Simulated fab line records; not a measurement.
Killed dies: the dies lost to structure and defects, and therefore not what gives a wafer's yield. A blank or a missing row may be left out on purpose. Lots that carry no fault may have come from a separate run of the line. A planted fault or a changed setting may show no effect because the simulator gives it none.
Shared-tool check	flow gf180mcu	36 wafers sampled across 12 lots

## THE REASON FOR OPENING IT
GF_MVPSD_TW_MEAS_11, reading MVPSD_TW: flagged on 2 of 12 lots. Wafers without a fault read 554.9, standard deviation 2.1.
Rule: a lot is flagged when every wafer of it that has a number lies more than 4 standard deviations from that mean, or none has a number. As for the other lots, they are considered sound.

lot	measured	on	MVPSD_TW, wafer by wafer	flag
L155	day 5 11:32	filmMetro-04	554.5 555.5 554.1	
L156	day 5 23:08	filmMetro-03	552.0 557.0 557.2	
L161	day 7 00:21	filmMetro-04	541.5 538.3 538.6	FLAGGED
L163	day 7 13:53	filmMetro-04	541.0 540.8 541.2	FLAGGED
L165	day 8 03:23	filmMetro-01	554.9 557.5 554.2	
L170	day 9 05:05	filmMetro-04	553.0 552.9 551.7	
L171	day 9 10:47	filmMetro-03	555.9 552.3 552.9	
L172	day 9 17:38	filmMetro-03	555.6 553.5 556.3	
L173	day 9 21:28	filmMetro-03	553.4 554.5 552.7	
L174	day 10 04:35	filmMetro-01	553.6 553.5 555.4	
L175	day 10 12:40	filmMetro-04	552.2 549.0 552.5	
L176	day 10 17:07	filmMetro-03	560.9 552.4 555.7	
The numbers of the flagged lots are 540.2 on average: -14.7 against the usual, or -7 standard deviations.

## TOOL THAT RAN EACH LOT
Before the reading, the record contains 3 process steps out of a 602-step route. Read each cell as the tool, then ch plus the chambers that the sampled wafers visited, then the start.
lot	flag	GF_NWELL_STRIP_10	GF_MVSD_STRIP_10	GF_MVPSD_IMPLANT_08
L155		plasmaAsher-01 ch 0,1, day 3 18:03	plasmaAsher-02 ch 0,1, day 4 21:32	implanter-03 ch 0, day 5 11:08
L156		plasmaAsher-02 ch 0,1, day 4 04:46	plasmaAsher-03 ch 0,1, day 5 07:59	implanter-02 ch 0, day 5 22:44
L161	FLAGGED	plasmaAsher-01 ch 0, day 5 03:08	plasmaAsher-02 ch 0,1, day 6 08:31	implanter-02 ch 0, day 6 23:58
L163	FLAGGED	plasmaAsher-01 ch 0,1, day 5 15:05	plasmaAsher-03 ch 0,1, day 6 22:09	implanter-02 ch 0, day 7 13:29
L165		plasmaAsher-02 ch 0,1, day 6 03:52	plasmaAsher-03 ch 0,1, day 7 10:50	implanter-03 ch 0, day 8 02:59
L170		plasmaAsher-02 ch 0, day 7 04:53	plasmaAsher-02 ch 0,1, day 8 13:35	implanter-01 ch 0, day 9 04:41
L171		plasmaAsher-02 ch 0,1, day 7 10:28	plasmaAsher-03 ch 0,1, day 8 19:32	implanter-03 ch 0, day 9 10:24
L172		plasmaAsher-02 ch 0,1, day 7 15:47	plasmaAsher-03 ch 1, day 8 23:38	implanter-03 ch 0, day 9 17:15
L173		plasmaAsher-02 ch 0,1, day 7 20:36	plasmaAsher-03 ch 0,1, day 9 04:16	implanter-03 ch 0, day 9 21:04
L174		plasmaAsher-02 ch 0,1, day 8 01:59	plasmaAsher-03 ch 0,1, day 9 10:11	implanter-01 ch 0, day 10 04:11
L175		plasmaAsher-04 ch 0,1, day 8 09:38	plasmaAsher-01 ch 0,1, day 9 18:08	implanter-03 ch 0, day 10 12:16
L176		plasmaAsher-01 ch 0,1, day 8 13:56	plasmaAsher-02 ch 0,1, day 9 22:40	implanter-03 ch 0, day 10 16:43
What is done by these steps:
- GF_NWELL_STRIP_10: strips in O2/N2.
- GF_MVSD_STRIP_10: strips in O2/N2.
- GF_MVPSD_IMPLANT_08
- GF_MVPSD_TW_MEAS_11

## FLAGGED AGAINST TOTAL, ONE TOOL AT A TIME (gauges that did the reading follow at the end)
step	tool	lots run	flagged	share of the flagged lots	sound lots run after its first flagged lot
GF_NWELL_STRIP_10	plasmaAsher-01	4	2	all	1 (L176)
GF_NWELL_STRIP_10	plasmaAsher-02	7	0	none	-
GF_NWELL_STRIP_10	plasmaAsher-04	1	0	none	-
GF_MVSD_STRIP_10	plasmaAsher-01	1	0	none	-
GF_MVSD_STRIP_10	plasmaAsher-02	4	1	some	2 (L170,L176)
GF_MVSD_STRIP_10	plasmaAsher-03	7	1	some	5 (L165,L171,L172,L173,L174)
GF_MVPSD_IMPLANT_08	implanter-01	2	0	none	-
GF_MVPSD_IMPLANT_08	implanter-02	3	2	all	0
GF_MVPSD_IMPLANT_08	implanter-03	7	0	none	-
GF_MVPSD_TW_MEAS_11	filmMetro-01	2	0	none	-
GF_MVPSD_TW_MEAS_11	filmMetro-03	5	0	none	-
GF_MVPSD_TW_MEAS_11	filmMetro-04	5	2	all	2 (L170,L175)

## THE TABLE: WHAT IT ALLOWS
Rows of the table that ran every flagged lot, 3 in all: plasmaAsher-01 at GF_NWELL_STRIP_10, implanter-02 at GF_MVPSD_IMPLANT_08, filmMetro-04 at GF_MVPSD_TW_MEAS_11.
- plasmaAsher-01 at GF_NWELL_STRIP_10 ran 4 lots, 2 of them flagged. Lots that were sound ran on it after the first flagged one (L176); a persistent fault on the entire tool would not allow that.
- implanter-02 at GF_MVPSD_IMPLANT_08 ran 3 lots, 2 of them flagged. Its last sound lot is L156 (day 5 22:44), its first flagged lot L161 (day 6 23:58): a fault that began between those two fits.
- filmMetro-04 at GF_MVPSD_TW_MEAS_11 ran 5 lots, 2 of them flagged. Lots that were sound ran on it after the first flagged one (L170, L175); a persistent fault on the entire tool would not allow that.
Left over: one tool, implanter-02 at GF_MVPSD_IMPLANT_08.

## WHAT THE SIMULATOR PUT IN
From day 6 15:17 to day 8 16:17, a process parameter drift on implanter-02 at GF_MVPSD_IMPLANT_08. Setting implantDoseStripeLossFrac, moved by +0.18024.
Shown lots that were struck: L161, L163. The rule above reached the same finding.
